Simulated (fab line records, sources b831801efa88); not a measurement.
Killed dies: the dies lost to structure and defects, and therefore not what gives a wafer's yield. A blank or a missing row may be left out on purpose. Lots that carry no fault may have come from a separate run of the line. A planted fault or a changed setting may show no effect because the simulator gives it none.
Matching of chambers    flow gf180mcu    pecvd-01 running GF_V2_CVD_02: 3 sister chambers
The step deposits SiO2 from TEOS, target thk 850 nm, time 94.851 s. 14 wafers are shown with their chamber, then 7 later ones without.

WAFERS PAIRED WITH THEIR CHAMBERS
wafer   chamber  heater power w (W)
L508.1  2        701
L508.2  1        648
L508.4  0        713
L510.3  2        702
L510.5  1        692
L510.6  2        577
L511.2  2        707
L511.3  0        844
L511.6  2        552
L513.1  1        623
L513.5  0        880
L513.6  2        571
L521.1  1        715
L521.3  0        877

SIGNATURES (means of the wafers above)
reading         chamber 0  chamber 1  chamber 2  scatter within a chamber
heater power w  828.50     669.50     635.00     68.9
Rule: distance of a wafer from a chamber = root of the sum over the readings of ((wafer's reading minus chamber's mean) / reading's scatter) squared. The wafer belongs to the nearest chamber; if the next one is less than 2 further off, it can't be placed. How the scatter is found: for the shown wafers, subtract from each reading the mean of its chamber, square and add these, divide the total by (wafers less chambers), then take the root.

WAFERS WITH NO CHAMBER GIVEN
wafer   heater power w (W)
L521.5  586
L524.1  790
L524.2  634
L524.6  689
L530.1  714
L530.3  690
L530.4  727

WHICH CHAMBER EACH WENT THROUGH
wafer   from the rows above           in truth
L521.5  can't be placed: 2 or 1       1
L524.1  can't be placed: 0 or 1 or 2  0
L524.2  can't be placed: 2 or 1       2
L524.6  can't be placed: 1 or 2 or 0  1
L530.1  can't be placed: 1 or 2 or 0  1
L530.3  can't be placed: 1 or 2 or 0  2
L530.4  can't be placed: 1 or 2 or 0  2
Placed correctly: 0 of 7. Not placeable from these rows: 7 (in 7, the candidates include the true chamber). Wrongly placed: 0.
